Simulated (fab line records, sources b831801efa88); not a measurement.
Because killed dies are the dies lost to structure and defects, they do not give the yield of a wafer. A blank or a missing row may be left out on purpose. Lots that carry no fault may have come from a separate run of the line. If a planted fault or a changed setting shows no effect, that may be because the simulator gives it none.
A lot that was struck, set against a sound lot	flow sky130	18 steps out of a route of 708
Sound: these wafers, L403.3, L403.4, L403.6. Wafers struck: L407.2, L407.3, L407.4. The cause comes at the end.
Each step with rows lists, per side, the tool, then ch with its chambers, then its first start. Under that, the readings that differ: sound wafers	struck wafers	difference of the means	sigmas: that difference in standard deviations of wafers without a fault.
alike: same words and numbers on both sides, and readings whose means sit less than 2 such deviations apart. not compared: any withheld reading, any reading some wafer has no value for, any bound like >300 that may hide the same value, and any number with overlapping values for which the record gives no deviation.
The two part at a step that has a row with sigmas, a row that says differs or no value, or rows on one side only. Non-overlapping numbers with no deviation appear without sigmas and do not part them. Lack of a reading on every wafer of one side parts them only where that side has two or more wafers.

first, 3 steps without rows for these wafers: SKY_VT_ADJUST_NCORE_EXPOSE_04 (exposes mask LVTN COMPLEMENT THIN, target cd 380 nm); SKY_VT_ADJUST_NCORE_PEB_05; SKY_VT_ADJUST_NCORE_DEVELOP_06 (develop time 60 s).
SKY_VT_ADJUST_NCORE_CD_MEAS_07: the cd target is 380 nm.
  sound: cd sem-02 at day 13 15:13; struck: cd sem-01 at day 14 15:18
  alike: cd nm
SKY_VT_ADJUST_NCORE_OVL_MEAS_08:
  sound: overlay-02 at day 13 15:18; struck: overlay-02 at day 14 15:24
reading	sound	struck	difference	sigmas
VT_ADJUST_NCORE_OVL (nm)	-3.7 -5.2 -4.3	-0.5 -0.5 -1.3	+3.6	+2
following that, these wafers have no rows for 1 step: SKY_VT_ADJUST_NCORE_IMPLANT_09.
SKY_VT_ADJUST_NCORE_STRIP_10: strips in O2/N2.
  sound on plasma asher-03 ch 0,1, day 13 15:31; struck on plasma asher-03 ch 0,1, day 14 15:35
reading	sound	struck	difference	sigmas
strip time to endpoint s (s)	14.12 14.15 14.20	14.24 14.28 14.28	+0.11	+3
  alike: drypump motor current A, n2 flow sccm, oes product au
  not compared: rf hours counter h
SKY_VT_ADJUST_NCORE_TW_MEAS_11:
  sound: film metro-01 at day 13 15:36; struck: film metro-04 at day 14 15:41
  alike: VT_ADJUST_NCORE_TW
then, 4 steps without rows for these wafers: SKY_VT_ADJUST_HVTR_DEHYDRATE_00 (time 60 s); SKY_VT_ADJUST_HVTR_HMDS_01 (prime time 60 s); SKY_VT_ADJUST_HVTR_COAT_02 (resist thk 1140 nm); SKY_VT_ADJUST_HVTR_SOFTBAKE_03 (time 60 s).
SKY_VT_ADJUST_HVTR_EXPOSE_04: exposes mask HVTRM, target cd 380 nm.
  sound on iline stepper-01 ch 0, day 14 04:39; struck on iline stepper-01 ch 0, day 15 04:15
reading	sound	struck	difference	sigmas
exposure dose mJ cm2	150.05 149.77 149.89	156.80 156.78 156.73	+6.87	+53
  alike: mask
then, 2 steps without rows for these wafers: SKY_VT_ADJUST_HVTR_PEB_05; SKY_VT_ADJUST_HVTR_DEVELOP_06 (develop time 60 s).
SKY_VT_ADJUST_HVTR_CD_MEAS_07: the cd target is 380 nm.
  sound: cd sem-01 at day 14 18:23; struck: cd sem-01 at day 15 17:53
  alike: cd nm
SKY_VT_ADJUST_HVTR_OVL_MEAS_08:
  sound: overlay-01 at day 14 18:28; struck: overlay-02 at day 15 18:00
  alike: VT_ADJUST_HVTR_OVL
-- here the record skips 35 days between the struck wafers' starts before and after, leaving off in module VT_ADJUST_HVTR and picking up in module PAD_OPEN (first step shown: number 708 of the route) --
SKY_PAD_OPEN_PROBE_99:
  sound: prober-01 at day 50 07:05; struck: prober-01 at day 50 16:20
  alike: killed_at_M0_to_M3, killed_at_M4_up, killed at contacts, killed at front end, killed at other, killed dies, killed open, killed short

WHERE THEY PART
First at SKY_VT_ADJUST_NCORE_OVL_MEAS_08; last, within this record, at SKY_VT_ADJUST_HVTR_EXPOSE_04. Later steps at which nothing parts them and some readings are alike: SKY_VT_ADJUST_HVTR_CD_MEAS_07, SKY_VT_ADJUST_HVTR_OVL_MEAS_08, SKY_PAD_OPEN_PROBE_99.

WHY: the cause the simulator had injected
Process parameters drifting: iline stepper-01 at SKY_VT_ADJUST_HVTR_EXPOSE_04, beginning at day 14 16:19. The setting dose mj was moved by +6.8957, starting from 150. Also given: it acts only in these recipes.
